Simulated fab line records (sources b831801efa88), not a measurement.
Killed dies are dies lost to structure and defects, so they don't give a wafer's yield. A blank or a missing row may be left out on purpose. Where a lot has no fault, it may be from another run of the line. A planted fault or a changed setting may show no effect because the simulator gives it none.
Problem report in the 8D (eight disciplines) form, filled by code	flow gf180mcu	the parts of the form that need people (team, actions taken, sign-off) are left out

== 1. THE PROBLEM ==
At GF_DUAL_GATE_OXIDATION_15, tubeCenterTempC averages 852 C over 6 wafers from 2 lots, while fault-free wafers read 850 C, standard deviation 0.076. That is +21 standard deviations from the usual mean.
The step: stabilise 600 s, purge 300 s, target thk 7.098 nm.
Earliest sighting: wafer L822.2 on furnace-01 at day 11 11:46. Wafers with a number at this step in the record: 42, from 14 lots. Rule for "out" (also "out of limits"): further than 4 standard deviations from the usual mean. Any other wafer with a number is counted as sound.

== 2. WHAT THIS IS AND IS NOT ==
question	is	is not
which readings at this step	tubeCenterTempC	spikeTcUpperC
which lots	L822, L826	L811, L812, L813, L814, L816, L817, L819, L820, L821, L831, L833, L834
which wafers of those lots	all that have a number	-
read on which tools	furnace-01	furnace-02
when	from day 11 11:46	up to then (27 sound wafers); but 9 sound wafers of L831, L833, L834 came after

== 3. THE SUSPECTS, EACH WITH WHAT RULES IT OUT ==
Counting: any tool at a process step up to the reading is kept as a suspect provided that every lot that is out went through it and no sound lot did after the first of them.
- furnace-01 at GF_DUAL_GATE_OXIDATION_15 (stabilise 600 s, purge 300 s, target thk 7.098 nm): ruled out as a lasting fault. The sound lots L834 went through it after L822, its earliest lot that is out (day 11 11:46).
Left after counting: nothing in the record.

== 4. THE CAUSE (what the simulator had put in) ==
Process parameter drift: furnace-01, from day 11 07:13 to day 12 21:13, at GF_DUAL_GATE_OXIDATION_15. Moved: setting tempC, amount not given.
Counting ruled it out, wrongly.

== 5. THE CHAIN OF EFFECTS, in route order ==
Rows list readings where the struck wafers' mean (over those with a number) sits beyond 3 standard deviations from the usual. Only readings for which the record gives a usual standard deviation are gone through. hours: the time from each lot's start at the first step in this table that gives one to its start at this step, as a median over the lots. sigmas: the change in usual standard deviations.
hours	step	reading	usual	on struck wafers	change	sigmas
0	GF_DUAL_GATE_OXIDATION_15	tubeCenterTempC	850 C	852	+2	+21
0	GF_DUAL_GATE_OXIDATION_15	tube_center_temp_C_max	852.2	853.9	+1.6	+4.7
The process steps in it:
- GF_DUAL_GATE_OXIDATION_15: stabilise 600 s, purge 300 s, target thk 7.098 nm.
Later steps that measure or inspect, where all struck wafers having a row at the step show a number for every such reading and not one has moved that far: GF_M2_CD_MEAS_14.

== 6. HOW IT WOULD HAVE BEEN CAUGHT EARLIER ==
First out-of-limits reading in this record: day 11 11:46, which is 5 hours after fault onset at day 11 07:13.
